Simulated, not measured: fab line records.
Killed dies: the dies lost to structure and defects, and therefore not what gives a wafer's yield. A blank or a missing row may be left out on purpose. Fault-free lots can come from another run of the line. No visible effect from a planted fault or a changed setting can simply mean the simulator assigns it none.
A lot that was struck, set against a sound lot + flow gf180mcu + 17 out of 602 route steps
Sound: wafers L538.1, L538.2, L538.6. Struck: wafer L542.3 (left out: L542.1, L542.5 of the same lot, which were not struck); the cause appears at the end.
At each step with rows: each side's tool, then ch and its chambers, then its first start. Under that, the readings that differ: sound wafers + struck wafers + difference of the means + sigmas: that difference in standard deviations of wafers without a fault.
alike: a reading whose means differ by less than 2 such deviations, as well as words and numbers matching on both sides. not compared: withheld readings; readings where some wafer has no value; bounds like >300 that might hide an equal value; numbers whose values overlap and for which the record gives no deviation.
The two part at a step that has a row with sigmas, a row that says differs or no value, or rows on one side only. Numbers that don't overlap but have no deviation are shown without sigmas and don't part them. A reading that every wafer of one side lacks parts them only if that side has two wafers or more.

first, 1 step without rows for these wafers: GF_STI_DEVELOP_11 (develop time 60 s).
GF_STI_CD_MEAS_12 targets a cd of 220 nm.
  sound on cdSem-02 at day 4 02:16; struck on cdSem-01 at day 4 20:58
  alike: cdNm
GF_STI_ETCH_13: etches the open film in CHF3/O2, stops on Si, target depth 282.31 nm, time 112.9 s.
  sound on rieDiel-01 ch 1,2,3, day 4 02:23; struck on rieDiel-01 ch 0, day 4 21:05
| reading                  | sound       | struck | difference | sigmas |
|--------------------------|-------------|--------|------------|--------|
| drypumpMotorCurrentA (A) | 5.3 5.9 5.5 | 6.5    | +0.9       | +2     |
  alike: chamberPressureMTorr, oesProductAu, throttleValvePct
  not compared: rfHoursCounterH
GF_STI_ETCH_14: etches Si in HBr/Cl2/O2, target depth 360 nm, time 102.9 s.
  sound on rieSi-01 ch 0,1, day 4 02:28; struck on rieSi-02 ch 1, day 4 21:10
  alike: chamberPressureMTorr, drypumpMotorCurrentA, heBacksideLeakSccm, oesProductAu, throttleValvePct
  not compared: rfHoursCounterH
GF_STI_STRIP_15: strips in O2/N2.
  sound on plasmaAsher-02 ch 0,1, day 4 02:32; struck on plasmaAsher-02 ch 1, day 4 21:14
  alike: chamberPressureMTorr, drypumpMotorCurrentA, heaterPowerW, oesProductAu, stripTimeToEndpointS
  not compared: rfHoursCounterH
then, 6 steps without rows for these wafers: GF_STI_CLEAN_16 (cleans in dHF, time 25 s); GF_STI_WET_ETCH_17 (etches Si3N4 in H3PO4, target depth 45 nm, time 514 s); GF_STI_CLEAN_18 (cleans in SC1/SC2, time 150 s); GF_STI_CLEAN_19 (cleans in dHF, time 20 s); GF_STI_WET_ETCH_20 (etches SiO2 in dHF, target depth 20 nm, time 400 s); GF_STI_OXIDATION_21 (stabilise 600 s, purge 300 s, target thk 15 nm).
GF_STI_THK_MEAS_22:
  sound on filmMetro-02 at day 4 05:59; struck on filmMetro-04 at day 4 23:08
  alike: STI_OXIDATION_01_THK
GF_STI_CVD_23: deposits SiO2, target thk 650 nm, time 108.3 s.
  sound on hdpcvd-01 ch 0,1, day 4 06:02; struck on hdpcvd-01 ch 0, day 4 23:11
| reading                             | sound             | struck | difference | sigmas |
|-------------------------------------|-------------------|--------|------------|--------|
| model.SiO2_of_STI_CVD_23.thkNm (nm) | 649.2 647.7 644.6 | 594.9  | -52.3      |        |
GF_STI_THK_MEAS_24:
  sound on filmMetro-02 at day 4 06:07; struck on filmMetro-03 at day 4 23:16
| reading             | sound       | struck | difference | sigmas |
|---------------------|-------------|--------|------------|--------|
| STI_CVD_23_THK (nm) | 649 648 645 | 596    | -51        | -9     |
GF_STI_CMP_25: polishes, stops on Si3N4, t overpolish 33 s, target thk 524.6 nm.
  sound on cmp-01 ch 0,3, day 4 06:23; struck on cmp-01 ch 1, day 4 23:23
| reading             | sound       | struck | difference | sigmas |
|---------------------|-------------|--------|------------|--------|
| timeToEndpointS (s) | 123 123 122 | 103    | -20        | -4     |
  alike: motorCurrentA
then, 1 step without rows for these wafers: GF_STI_WET_ETCH_26 (etches SiO2 in dHF, target depth 94 nm, time 188 s).
GF_PASSIVATION_PROBE_99:
  the record has rows for the sound wafers here (prober-02, day 31 17:13) and none for the struck ones

WHERE THEY PART
Earliest at GF_STI_ETCH_13; latest, in this record, at GF_PASSIVATION_PROBE_99.

WHY: what had been put in by the simulator
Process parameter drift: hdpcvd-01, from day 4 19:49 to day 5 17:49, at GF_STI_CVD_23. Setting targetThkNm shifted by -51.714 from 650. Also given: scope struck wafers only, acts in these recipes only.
